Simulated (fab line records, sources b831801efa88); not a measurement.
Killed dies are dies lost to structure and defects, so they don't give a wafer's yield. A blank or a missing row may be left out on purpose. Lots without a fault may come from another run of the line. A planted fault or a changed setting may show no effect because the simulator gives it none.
Which tool did it? | flow sky130 | 6 lots, 18 wafers sampled, at 3 steps of a route of 708

WHAT THE GAUGES READ, wafer by wafer
SKY_CONTACT_THK_MEAS_03.
lot  | measured     | on            | CONTACT_HDPCVD_THK (nm)
L718 | day 31 08:45 | film_metro-02 | 573 571 562
L722 | day 33 00:41 | film_metro-02 | 556 569 569
L724 | day 33 12:24 | film_metro-03 | 572 568 568
L726 | day 34 01:08 | film_metro-04 | 561 569 562
L732 | day 35 11:52 | film_metro-04 | 568 565 565
L736 | day 36 22:54 | film_metro-04 | 560 558 564

WHICH TOOL RAN EACH LOT (tool, then ch and the chambers of the sampled wafers, then the start)
lot  | SKY_SPACER_ETCHBACK_02             | SKY_CONTACT_HDPCVD_02
L718 | rie_diel-02 ch 0,2, day 24 00:10   | hdpcvd-02 ch 0,2, day 31 08:41
L722 | rie_diel-04 ch 0,1,2, day 25 17:55 | hdpcvd-02 ch 0,1,2, day 33 00:37
L724 | rie_diel-02 ch 1,2,3, day 26 08:02 | hdpcvd-02 ch 0,1, day 33 12:20
L726 | rie_diel-04 ch 0,2,3, day 26 21:11 | hdpcvd-01 ch 0,2, day 34 01:02
L732 | rie_diel-04 ch 1,2,3, day 28 12:59 | hdpcvd-02 ch 0,1, day 35 11:47
L736 | rie_diel-03 ch 0,1,3, day 30 00:13 | hdpcvd-02 ch 1,2, day 36 22:49
- SKY_SPACER_ETCHBACK_02: etches Si3N4 in CH3F/O2, stops on SiO2, time 46.7 s, target depth 45 nm.
- SKY_CONTACT_HDPCVD_02: deposits SiO2, target thk 565 nm, time 94.2 s.

THE ANSWER, worked out from the rows above alone
Rule: what is usual is taken from the lots themselves. Put in order of their means at a reading, lots are off if they are a third of the lots or fewer, leave a main group of 4 or more, and stand apart from it by a gap of 3 or more times the standard deviation of the main group's means; of several such gaps the widest counts. A main group whose means are all the same, to the digits that the tables above print for the reading, isn't used. A lot without any number at a reading at which 4 lots or more have one is off too. The other lots that the step has rows for count as sound.
No lot is off at any reading shown: from this, nothing can be told.

WHAT THE SIMULATOR HAD PUT IN
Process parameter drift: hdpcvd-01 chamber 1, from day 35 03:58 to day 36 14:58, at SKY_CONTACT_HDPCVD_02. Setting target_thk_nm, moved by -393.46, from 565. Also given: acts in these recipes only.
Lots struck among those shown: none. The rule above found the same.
